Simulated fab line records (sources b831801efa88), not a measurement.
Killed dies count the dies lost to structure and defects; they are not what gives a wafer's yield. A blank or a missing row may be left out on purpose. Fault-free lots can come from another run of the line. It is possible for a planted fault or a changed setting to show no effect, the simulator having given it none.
Chamber matching ; flow gf180mcu ; GF_STI_CMP_25 on cmp-01: 4 sister chambers
The step polishes, stops on Si3N4, t overpolish 33 s, target thk 524.6 nm. 14 wafers are shown with their chamber, then 7 later ones without.

## WAFERS PAIRED WITH THEIR CHAMBERS
wafer;chamber;time-to-endpoint-s (s);motor-current-A (A);slurry-flow-ml-min
L397.1;3;123;12.2;149.9
L397.3;1;119;10.9;150.5
L397.6;1;116;10.9;149.6
L399.3;1;121;10.3;149.8
L399.4;3;124;11.3;150.6
L399.5;1;117;10.0;149.3
L400.1;0;125;10.4;149.9
L400.4;3;123;11.6;149.1
L400.6;2;121;10.3;150.7
L401.1;3;131;11.5;150.5
L401.2;1;119;10.9;149.6
L401.6;1;120;10.8;150.0
L403.1;2;121;11.2;149.5
L403.2;1;115;10.4;150.0

SIGNATURES (means of the wafers above)
reading;chamber 0;chamber 1;chamber 2;chamber 3;scatter within a chamber
time-to-endpoint-s;125.00;118.14;121.00;125.25;2.71
motor-current-A;10.400;10.600;10.750;11.650;0.407
slurry-flow-ml-min;149.900;149.829;150.100;150.025;0.552
Rule: for a wafer and a chamber, the distance is found by dividing, reading by reading, the gap between the wafer's reading and the chamber's mean by the reading's scatter, squaring, summing and taking the root. If the next closest chamber is less than 2 further off than the closest, the wafer can't be placed; otherwise it belongs to the closest. The scatter is the square root of a quotient: the sum, over the shown wafers, of each reading's squared deviation from its chamber's mean, divided by wafers minus chambers.

## WAFERS MISSING THEIR CHAMBER
wafer;time-to-endpoint-s (s);motor-current-A (A);slurry-flow-ml-min
L403.5;124;11.1;150.3
L406.1;113;10.2;149.7
L406.4;120;10.6;150.3
L406.5;110;10.7;149.3
L419.2;115;10.8;150.2
L419.3;116;10.4;149.7
L419.6;115;10.5;149.9

## EACH ONE'S CHAMBER
wafer;from the rows above;in truth
L403.5;can't be placed: 2 or 3 or 0 or 1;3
L406.1;can't be placed: 1 or 2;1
L406.4;can't be placed: 2 or 1 or 0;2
L406.5;can't be placed: 1 or 2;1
L419.2;can't be placed: 1 or 2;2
L419.3;can't be placed: 1 or 2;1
L419.6;can't be placed: 1 or 2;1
0 of 7 placed correctly. Not placeable from these rows: 7 (in 7, the candidates include the true chamber). Number placed wrongly: 0.
